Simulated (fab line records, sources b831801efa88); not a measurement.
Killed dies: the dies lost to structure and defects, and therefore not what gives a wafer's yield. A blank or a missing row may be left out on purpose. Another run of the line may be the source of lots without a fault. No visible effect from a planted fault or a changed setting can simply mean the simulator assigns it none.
Matching of chambers | flow gf180mcu | GF_V5_CMP_26 on cmp-01: 4 sister chambers
The step polishes, stops on SiO2, t overpolish 15 s, target thk 0 nm. 4 wafers are shown with their chamber, then 8 later ones without.

## WAFERS PAIRED WITH THEIR CHAMBERS
wafer  | chamber | motor-current-A (A)
L687.1 | 1       | 11.0
L687.3 | 3       | 13.9
L687.5 | 0       | 11.3
L689.1 | 2       | 13.4

## WAFERS MISSING THEIR CHAMBER
wafer  | motor-current-A (A)
L689.2 | 11.2
L689.6 | 11.8
L696.1 | 11.4
L696.3 | 11.0
L696.6 | 13.0
L697.1 | 12.7
L697.3 | 11.4
L697.6 | 13.1

## THE CHAMBER EACH PASSED THROUGH
wafer  | from the rows above          | in truth
L689.2 | can't be placed: 0 or 1      | 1
L689.6 | can't be placed: 0 or 1      | 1
L696.1 | can't be placed: 0 or 1      | 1
L696.3 | can't be placed: 1 or 0      | 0
L696.6 | can't be placed: 2 or 3      | 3
L697.1 | can't be placed: 2 or 3 or 0 | 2
L697.3 | can't be placed: 0 or 1      | 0
L697.6 | can't be placed: 2 or 3      | 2
Placed correctly: 0 of 8. From these rows, 8 cannot be placed; in 8 the true chamber is one of the candidates. Placed wrongly: 0.
How it was worked out, from the rows above alone: a wafer's distance from a chamber is the root of the sum, over the readings, of the square of ((its reading less the chamber's mean) divided by the reading's scatter). If the next closest chamber is less than 2 further off than the closest, the wafer can't be placed; otherwise it belongs to the closest. A chamber's mean is the mean of its shown wafers. The scatter (one wafer shown for each chamber): square how far every hidden wafer sits from the nearest shown wafer, average those squares and take the square root.
